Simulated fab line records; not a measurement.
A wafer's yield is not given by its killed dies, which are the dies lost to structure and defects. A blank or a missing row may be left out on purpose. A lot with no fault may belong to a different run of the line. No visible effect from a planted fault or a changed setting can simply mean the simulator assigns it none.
Commonality check across tools | flow gf180mcu | 42 wafers sampled across 14 lots

## REASON FOR OPENING
At GF_LVPWELL_TW_MEAS_11 the reading LVPWELL_TW is flagged on 2 of 14 lots. Wafers without a fault read 558, standard deviation 3.2.
Rule: a lot is flagged in two cases, either no wafer of it has a number, or all its wafers with numbers fall more than 4 standard deviations from that mean. As for the other lots, they are considered sound.

lot  | measured    | on            | LVPWELL_TW, wafer by wafer | flag
L886 | day 3 20:29 | film metro-04 | 565 562 559                |
L888 | day 4 07:20 | film metro-01 | 555 552 554                |
L889 | day 4 13:31 | film metro-01 | 554 556 557                |
L890 | day 4 21:46 | film metro-01 | 553 556 556                |
L892 | day 5 05:08 | film metro-01 | 557 554 560                |
L893 | day 5 14:19 | film metro-02 | 525 523 521                | FLAGGED
L894 | day 5 23:20 | film metro-02 | 523 523 522                | FLAGGED
L895 | day 6 11:25 | film metro-01 | 558 560 558                |
L904 | day 8 03:55 | film metro-04 | 559 562 561                |
L903 | day 8 03:58 | film metro-01 | 554 556 554                |
L905 | day 8 16:28 | film metro-02 | 564 560 564                |
L906 | day 8 16:36 | film metro-01 | 555 556 555                |
L907 | day 8 19:56 | film metro-02 | 557 563 560                |
L908 | day 9 02:08 | film metro-02 | 557 556 561                |
The numbers of the flagged lots are 523 on average: -35 against the usual, or -11 standard deviations.

## LOT BY LOT: THE TOOL USED
The record keeps 1 process step preceding the reading, out of 602 steps on the route. Every cell lists first the tool, next ch and the chambers used by the sampled wafers, and last the start.
lot  | flag    | GF_LVPWELL_IMPLANT_09
L886 |         | implanter-03 ch 0, day 3 20:14
L888 |         | implanter-03 ch 0, day 4 07:07
L889 |         | implanter-03 ch 0, day 4 13:17
L890 |         | implanter-04 ch 0, day 4 21:31
L892 |         | implanter-04 ch 0, day 5 04:55
L893 | FLAGGED | implanter-04, day 5 14:04
L894 | FLAGGED | implanter-02, day 5 23:07
L895 |         | implanter-04 ch 0, day 6 11:10
L904 |         | implanter-02 ch 0, day 8 03:41
L903 |         | implanter-04 ch 0, day 8 03:44
L905 |         | implanter-03 ch 0, day 8 16:13
L906 |         | implanter-04 ch 0, day 8 16:22
L907 |         | implanter-02 ch 0, day 8 19:43
L908 |         | implanter-03 ch 0, day 9 01:56
What is done by these steps:
- GF_LVPWELL_IMPLANT_09
- GF_LVPWELL_TW_MEAS_11

## FLAGGED OVER TOTAL, TOOL BY TOOL (the gauges that took the reading come last)
step                  | tool          | lots run | flagged | share of the flagged lots | sound lots run after its first flagged lot
GF_LVPWELL_IMPLANT_09 | implanter-02  | 3        | 1       | some                      | 2 (L904,L907)
GF_LVPWELL_IMPLANT_09 | implanter-03  | 5        | 0       | none                      | -
GF_LVPWELL_IMPLANT_09 | implanter-04  | 6        | 1       | some                      | 3 (L895,L903,L906)
GF_LVPWELL_TW_MEAS_11 | film metro-01 | 7        | 0       | none                      | -
GF_LVPWELL_TW_MEAS_11 | film metro-02 | 5        | 2       | all                       | 3 (L905,L907,L908)
GF_LVPWELL_TW_MEAS_11 | film metro-04 | 2        | 0       | none                      | -

## WHAT THE TABLE ALLOWS
Rows of the table that ran each flagged lot: 1, that is film metro-02 at GF_LVPWELL_TW_MEAS_11.
- film metro-02 at GF_LVPWELL_TW_MEAS_11: 2 of its 5 lots flagged. Sound lots followed the first flagged one (L905, L907, L908) on it, something a lasting fault affecting the whole tool could not allow.
Every row of the table either missed a flagged lot or ran a sound lot after the first.

## WHAT THE SIMULATOR HAD PUT IN
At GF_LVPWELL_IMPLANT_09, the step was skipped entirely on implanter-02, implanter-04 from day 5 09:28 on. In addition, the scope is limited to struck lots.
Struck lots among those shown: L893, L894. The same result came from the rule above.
